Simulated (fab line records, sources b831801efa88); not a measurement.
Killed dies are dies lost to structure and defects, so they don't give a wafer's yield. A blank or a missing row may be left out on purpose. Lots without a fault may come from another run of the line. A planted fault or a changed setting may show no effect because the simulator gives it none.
Tool commonality check | flow sky130 | 13 lots, 39 wafers sampled

WHY IT WAS OPENED
At SKY_LDD_N_OVL_MEAS_07 the reading LDD_N_OVL is flagged on 4 of 13 lots. Wafers without a fault read -0.1 nm, standard deviation 1.2.
Rule: a lot is flagged when every wafer of it that has a number lies more than 4 standard deviations from that mean, or none has a number. The other lots count as sound.

lot  | measured     | on         | LDD_N_OVL (nm), wafer by wafer | flag
L802 | day 18 02:20 | overlay-02 | -1.7 -1.0 -0.9                 |
L806 | day 18 21:22 | overlay-01 | -0.4 -0.9 0.8                  |
L807 | day 19 12:55 | overlay-01 | -0.1 2.5 0.7                   |
L808 | day 19 19:59 | overlay-02 | 1.5 3.3 -0.1                   |
L809 | day 20 08:43 | overlay-02 | 0.0 -1.2 -1.2                  |
L810 | day 20 21:18 | overlay-02 | 0.8 -1.3 -1.0                  |
L811 | day 21 00:01 | overlay-01 | -0.4 -0.7 1.1                  |
L815 | day 22 10:52 | overlay-02 | -50.1 -48.4 -49.9              | FLAGGED
L816 | day 23 01:24 | overlay-01 | -48.8 -49.6 -48.6              | FLAGGED
L817 | day 23 07:22 | overlay-01 | -49.5 -49.0 -49.0              | FLAGGED
L818 | day 24 02:50 | overlay-02 | 1.2 1.0 1.2                    |
L821 | day 24 19:11 | overlay-01 | -51.2 -51.9 -52.6              | FLAGGED
L822 | day 24 21:11 | overlay-01 | 1.5 -0.1 0.1                   |
The numbers of the flagged lots are -49.9 nm on average: -49.8 nm against the usual, or -41 standard deviations.

WHICH TOOL RAN EACH LOT
The record holds 1 process step before the reading, out of a route of 708 steps. In each cell: the tool, then ch and the chambers that the sampled wafers went through, then the start.
lot  | flag    | SKY_LDD_N_EXPOSE_04
L802 |         | iline_stepper-01 ch 0, day 17 11:43
L806 |         | iline_stepper-01 ch 0, day 18 06:12
L807 |         | iline_stepper-02 ch 0, day 18 21:19
L808 |         | iline_stepper-01 ch 0, day 19 04:28
L809 |         | iline_stepper-02 ch 0, day 19 17:23
L810 |         | iline_stepper-02 ch 0, day 20 06:03
L811 |         | iline_stepper-02 ch 0, day 20 09:18
L815 | FLAGGED | iline_stepper-01 ch 0, day 21 20:07
L816 | FLAGGED | iline_stepper-01 ch 0, day 22 10:33
L817 | FLAGGED | iline_stepper-01 ch 0, day 22 15:59
L818 |         | iline_stepper-02 ch 0, day 23 12:43
L821 | FLAGGED | iline_stepper-01 ch 0, day 24 04:08
L822 |         | iline_stepper-02 ch 0, day 24 06:22
What these steps do:
- SKY_LDD_N_EXPOSE_04: exposes mask NTM, target cd 840 nm.
- SKY_LDD_N_OVL_MEAS_07

FLAGGED OVER TOTAL, TOOL BY TOOL (the gauges that took the reading come last)
step                  | tool             | lots run | flagged | share of the flagged lots | sound lots run after its first flagged lot
SKY_LDD_N_EXPOSE_04   | iline_stepper-01 | 7        | 4       | all                       | 0
SKY_LDD_N_EXPOSE_04   | iline_stepper-02 | 6        | 0       | none                      | -
SKY_LDD_N_OVL_MEAS_07 | overlay-01       | 7        | 3       | some                      | 1 (L822)
SKY_LDD_N_OVL_MEAS_07 | overlay-02       | 6        | 1       | some                      | 1 (L818)

WHAT THE TABLE ALLOWS
1 row of the table ran every flagged lot: iline_stepper-01 at SKY_LDD_N_EXPOSE_04.
- iline_stepper-01 at SKY_LDD_N_EXPOSE_04: 4 of its 7 lots flagged. Its last sound lot is L808 (day 19 04:28), its first flagged lot L815 (day 21 20:07): a fault that began between those two fits.
One tool is left: iline_stepper-01 at SKY_LDD_N_EXPOSE_04.

WHAT THE SIMULATOR HAD PUT IN
Scanner matching overlay: iline_stepper-01, from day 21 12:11 on, at SKY_LDD_N_EXPOSE_04. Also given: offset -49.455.
Lots struck among those shown: L815, L816, L817, L821. The rule above found the same.
